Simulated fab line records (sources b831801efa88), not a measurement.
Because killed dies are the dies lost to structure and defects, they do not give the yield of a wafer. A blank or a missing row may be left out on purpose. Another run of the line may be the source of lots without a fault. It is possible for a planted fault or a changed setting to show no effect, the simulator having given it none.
Which tool did it? || flow gf180mcu || 13 lots (39 wafers sampled), 1 step of a 602-step route

== WHAT THE GAUGES SHOWED, per wafer ==
GF_M4_OVL_MEAS_15.
{"lot": "L200", "measured": "day 23 11:04", "on": "overlay-01", "M4_OVL (nm)": "-3 -5 -2"}
{"lot": "L203", "measured": "day 24 15:00", "on": "overlay-02", "M4_OVL (nm)": "-5 1 -1"}
{"lot": "L206", "measured": "day 26 00:07", "on": "overlay-01", "M4_OVL (nm)": "4 -2 6"}
{"lot": "L210", "measured": "day 27 06:01", "on": "overlay-01", "M4_OVL (nm)": "-2 1 -3"}
{"lot": "L211", "measured": "day 27 12:48", "on": "overlay-02", "M4_OVL (nm)": "-1 -5 -6"}
{"lot": "L212", "measured": "day 27 14:10", "on": "overlay-02", "M4_OVL (nm)": "3 -1 5"}
{"lot": "L215", "measured": "day 28 12:56", "on": "overlay-02", "M4_OVL (nm)": "8 8 13"}
{"lot": "L216", "measured": "day 28 19:23", "on": "overlay-01", "M4_OVL (nm)": "10 10 12"}
{"lot": "L217", "measured": "day 28 21:05", "on": "overlay-01", "M4_OVL (nm)": "-1 0 -5"}
{"lot": "L218", "measured": "day 29 12:57", "on": "overlay-01", "M4_OVL (nm)": "-5 -4 -6"}
{"lot": "L220", "measured": "day 30 04:07", "on": "overlay-02", "M4_OVL (nm)": "-1 2 -4"}
{"lot": "L221", "measured": "day 30 13:31", "on": "overlay-01", "M4_OVL (nm)": "-3 4 -5"}
{"lot": "L222", "measured": "day 30 15:25", "on": "overlay-01", "M4_OVL (nm)": "1 7 0"}

== WHICH TOOL RAN EACH LOT (tool, then ch and the chambers of the sampled wafers, then the start) ==
Record: no process step prior to these readings.

== AS READ BY THE TOOLS THEMSELVES (means over the sampled wafers that have a number; for cases with no such wafer, the mark the record gives instead) ==
The record holds no such reading with a usual standard deviation.

== THE ANSWER, worked out from the rows above alone ==
Rule: what is usual is taken from the lots themselves. Put in order of their means at a reading, lots are off if they are a third of the lots or fewer, leave a main group of 4 or more, and stand apart from it by a gap of 3 or more times the standard deviation of the main group's means; of several such gaps the widest counts. The tables above print the reading to a certain number of digits; a main group whose means all agree to those digits is not used. A lot without any number at a reading at which 4 lots or more have one is off too. Any other lot the step has rows for is counted as sound. After the gauges, taken in route order, come the tools' own readings; for these a lot's mean is taken, as printed above. At the first step where some lot is off, the reading lying furthest off is the one used; lots without a number count as furthest.
Across all readings shown, no lot is off: no conclusion can be drawn from this.

== WHAT THE SIMULATOR PUT IN ==
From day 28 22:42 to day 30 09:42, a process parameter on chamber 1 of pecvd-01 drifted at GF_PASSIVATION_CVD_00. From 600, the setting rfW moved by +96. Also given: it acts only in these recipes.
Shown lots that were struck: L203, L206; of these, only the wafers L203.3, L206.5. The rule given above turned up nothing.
